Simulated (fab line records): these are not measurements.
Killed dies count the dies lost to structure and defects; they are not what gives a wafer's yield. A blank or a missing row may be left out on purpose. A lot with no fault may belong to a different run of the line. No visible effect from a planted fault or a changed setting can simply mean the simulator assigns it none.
Which tool did it? -- flow gf180mcu -- 72 wafers from 24 lots sampled at 4 of the route's 602 steps

WHAT THE GAUGES SHOWED, per wafer
GF_V3_CD_MEAS_14 targets a cd of 260 nm.
lot,measured,on,cd_nm (nm)
L074,day 21 22:35,cd_sem-02,259.2 258.0 258.1
L075,day 22 07:22,cd_sem-01,261.1 261.9 261.9
L076,day 22 18:36,cd_sem-01,259.4 260.0 258.7
L077,day 23 06:43,cd_sem-02,260.4 260.3 260.6
L078,day 23 17:26,cd_sem-01,262.1 262.4 261.4
L079,day 23 21:10,cd_sem-01,260.6 260.3 260.9
L080,day 24 09:34,cd_sem-01,257.8 260.2 258.0
L082,day 24 23:44,cd_sem-02,260.2 260.5 260.9
L081,day 25 05:38,cd_sem-02,261.4 261.6 261.0
L083,day 25 12:40,cd_sem-02,261.4 261.0 261.4
L084,day 26 14:31,cd_sem-01,259.4 259.6 258.7
L085,day 26 22:49,cd_sem-02,261.0 261.0 261.7
L086,day 27 04:20,cd_sem-01,260.1 259.9 261.6
L087,day 27 01:40,cd_sem-02,259.9 258.3 259.7
L088,day 28 00:28,cd_sem-02,259.7 259.5 258.8
L089,day 27 19:10,cd_sem-01,258.6 258.9 258.1
L090,day 28 08:16,cd_sem-02,260.9 261.2 261.1
L091,day 28 06:15,cd_sem-01,259.8 260.6 260.7
L092,day 28 10:47,cd_sem-01,259.0 260.3 260.2
L094,day 28 16:17,cd_sem-01,258.8 257.8 257.8
L093,day 28 22:10,cd_sem-02,259.6 259.0 259.6
L095,day 29 05:37,cd_sem-01,259.6 259.9 259.5
L096,day 29 10:32,cd_sem-01,259.9 259.2 258.5
L097,day 29 16:01,cd_sem-02,261.6 260.2 260.2

WHICH TOOL RAN EACH LOT (tool, then ch and the chambers of the sampled wafers, then the start)
lot,GF_STI_CMP_25,GF_M3_SPUTTER_00,GF_M3_METAL_ETCH_16
L074,"cmp-02 ch 0,1,3, day 2 02:50","pvd_sputter-01, day 19 20:25","rie_metal-03 ch 1, day 20 21:13"
L075,"cmp-02 ch 2,3, day 2 09:00","pvd_sputter-02, day 20 07:10","rie_metal-03 ch 1, day 21 06:46"
L076,"cmp-02 ch 2,3, day 2 13:43","pvd_sputter-04, day 20 18:11","rie_metal-01 ch 0,1, day 21 18:11"
L077,"cmp-01 ch 0,2,3, day 2 19:06","pvd_sputter-02, day 21 06:16","rie_metal-01 ch 0,1, day 22 06:14"
L078,"cmp-01 ch 0,2,3, day 3 01:36","pvd_sputter-01, day 21 17:00","rie_metal-04 ch 1, day 22 16:46"
L079,"cmp-02 ch 0,2,3, day 3 05:20","pvd_sputter-02, day 21 20:57","rie_metal-04 ch 1, day 22 21:01"
L080,"cmp-02 ch 0,2,3, day 3 10:17","pvd_sputter-04, day 22 09:16","rie_metal-01 ch 1, day 23 09:10"
L082,"cmp-01 ch 0,1,2, day 3 21:32","pvd_sputter-04, day 23 01:46","rie_metal-01 ch 0,1, day 24 00:49"
L081,"cmp-02 ch 0,1, day 3 21:41","pvd_sputter-01, day 23 07:29","rie_metal-01 ch 0,1, day 24 06:07"
L083,"cmp-01 ch 0,1,3, day 4 02:46","pvd_sputter-02, day 23 14:58","rie_metal-04 ch 1, day 24 13:40"
L084,"cmp-01 ch 1,2,3, day 4 08:11","pvd_sputter-01, day 24 17:59","rie_metal-03 ch 0,1, day 25 16:10"
L085,"cmp-02 ch 2,3, day 5 01:33","pvd_sputter-04, day 25 02:43","rie_metal-04 ch 0,1, day 26 00:19"
L086,"cmp-01 ch 0,1,3, day 5 01:39","pvd_sputter-01, day 25 08:45","rie_metal-04 ch 0,1, day 26 06:52"
L087,"cmp-02 ch 0,3, day 5 01:48","pvd_sputter-04, day 25 06:20","rie_metal-01 ch 1, day 26 03:16"
L088,"cmp-01 ch 0,1,3, day 5 16:57","pvd_sputter-01, day 26 06:32","rie_metal-04 ch 0,1, day 27 03:28"
L089,"cmp-02 ch 2,3, day 5 17:01","pvd_sputter-04, day 26 00:35","rie_metal-01 ch 1, day 26 22:10"
L090,"cmp-01 ch 1,2,3, day 5 21:04","pvd_sputter-01, day 26 13:31","rie_metal-04 ch 0,1, day 27 10:31"
L091,"cmp-02 ch 1,2,3, day 5 21:10","pvd_sputter-01, day 26 11:48","rie_metal-03 ch 0,1, day 27 08:55"
L092,"cmp-02 ch 0,1,3, day 6 02:38","pvd_sputter-02, day 26 16:44","rie_metal-01 ch 0, day 27 13:05"
L094,"cmp-01 ch 2,3, day 6 10:07","pvd_sputter-01, day 26 23:56","rie_metal-03 ch 0,1, day 27 19:58"
L093,"cmp-01 ch 0,1,2, day 6 11:16","pvd_sputter-02, day 27 06:25","rie_metal-04 ch 0,1, day 28 02:22"
L095,"cmp-01 ch 0,1,3, day 6 18:16","pvd_sputter-02, day 27 13:11","rie_metal-03 ch 1, day 28 09:22"
L096,"cmp-02 ch 0,3, day 6 19:47","pvd_sputter-04, day 27 18:18","rie_metal-03 ch 1, day 28 14:46"
L097,"cmp-01 ch 0,3, day 7 01:01","pvd_sputter-02, day 27 23:43","rie_metal-03 ch 1, day 28 19:33"
- GF_STI_CMP_25: polishes, stops on Si3N4, t overpolish 33 s, target thk 524.6 nm.
- GF_M3_SPUTTER_00: material Ti, target thk 37.5 nm, time 150 s.
- GF_M3_METAL_ETCH_16: etches the open film in Cl2/BCl3, stops on SiO2, target depth 750.8 nm, time 125.1 s.

WHAT THE TOOLS THEMSELVES READ (means of the sampled wafers that have a number; where no wafer has one, the mark that the record gives instead)
GF_STI_CMP_25.
lot,tool,motor_current_A (A),overpolish_run_s (s),time_to_endpoint_s (s)
L074,cmp-02,11.8,32.996,123
L075,cmp-02,10.0,33.003,123
L076,cmp-02,11.3,33.007,130
L077,cmp-01,10.8,32.998,127
L078,cmp-01,10.8,32.994,125
L079,cmp-02,11.0,33.001,129
L080,cmp-02,11.0,32.997,127
L082,cmp-01,11.5,32.996,127
L081,cmp-02,12.1,33.004,121
L083,cmp-01,11.5,32.989,124
L084,cmp-01,11.9,32.993,126
L085,cmp-02,10.6,32.996,131
L086,cmp-01,11.9,33.005,121
L087,cmp-02,11.3,32.993,127
L088,cmp-01,11.5,32.997,122
L089,cmp-02,10.3,32.998,122
L090,cmp-01,11.5,32.997,119
L091,cmp-02,11.4,32.999,127
L092,cmp-02,12.0,33.004,131
L094,cmp-01,11.2,33.003,122
L093,cmp-01,11.2,32.997,124
L095,cmp-01,11.4,32.999,119
L096,cmp-02,11.4,32.999,128
L097,cmp-01,10.9,33.004,122

GF_M3_SPUTTER_00.
lot,tool,throttle_valve_pct (%)
L074,pvd_sputter-01,30.2
L075,pvd_sputter-02,30.0
L076,pvd_sputter-04,29.6
L077,pvd_sputter-02,29.7
L078,pvd_sputter-01,29.8
L079,pvd_sputter-02,29.4
L080,pvd_sputter-04,29.5
L082,pvd_sputter-04,30.0
L081,pvd_sputter-01,30.4
L083,pvd_sputter-02,29.4
L084,pvd_sputter-01,30.5
L085,pvd_sputter-04,29.8
L086,pvd_sputter-01,29.8
L087,pvd_sputter-04,29.5
L088,pvd_sputter-01,30.0
L089,pvd_sputter-04,29.7
L090,pvd_sputter-01,29.8
L091,pvd_sputter-01,30.6
L092,pvd_sputter-02,30.2
L094,pvd_sputter-01,30.1
L093,pvd_sputter-02,29.2
L095,pvd_sputter-02,29.3
L096,pvd_sputter-04,30.3
L097,pvd_sputter-02,29.3

GF_M3_METAL_ETCH_16.
lot,tool,drypump_motor_current_A (A),oes_product_au (a.u.),throttle_valve_pct (%)
L074,rie_metal-03,5.6,0.997,28.224
L075,rie_metal-03,5.7,0.994,28.220
L076,rie_metal-01,6.2,0.987,28.236
L077,rie_metal-01,6.2,0.985,28.236
L078,rie_metal-04,5.4,0.988,28.225
L079,rie_metal-04,5.4,0.988,28.238
L080,rie_metal-01,5.9,0.995,28.226
L082,rie_metal-01,6.0,0.987,28.223
L081,rie_metal-01,6.0,0.987,28.227
L083,rie_metal-04,5.4,0.988,28.234
L084,rie_metal-03,5.2,0.985,28.238
L085,rie_metal-04,5.7,0.985,28.224
L086,rie_metal-04,5.9,0.982,28.235
L087,rie_metal-01,5.9,0.994,28.227
L088,rie_metal-04,5.6,0.987,28.235
L089,rie_metal-01,5.9,0.993,28.233
L090,rie_metal-04,5.7,0.989,28.225
L091,rie_metal-03,5.2,0.991,28.225
L092,rie_metal-01,6.3,0.983,28.235
L094,rie_metal-03,5.4,0.993,28.232
L093,rie_metal-04,5.6,0.985,28.234
L095,rie_metal-03,5.6,0.991,28.230
L096,rie_metal-03,5.7,0.986,28.224
L097,rie_metal-03,5.6,0.993,28.231

THE ANSWER, worked out from the rows above alone
Rule: the usual values come from the lots themselves. The widest of any qualifying gaps counts: lots, ordered by their means at a reading, are off when they make up no more than a third of the lots, leave a main group of 4 or more, and stand apart from it by 3 or more times the standard deviation of that group's means. A main group whose means are all the same, to the digits that the tables above print for the reading, isn't used. A lot without any number at a reading at which 4 lots or more have one is off too. Where the step has rows for the other lots, those lots are counted as sound. Order of review: gauges by route order, followed by the tools' own readings, for which a lot's mean as printed above is used. The first step at which some lot is off is used, and at that step the reading that is off furthest; a lot without a number counts as furthest.
Nothing can be told from this: no lot is off at any reading shown.

WHAT THE SIMULATOR HAD PUT IN
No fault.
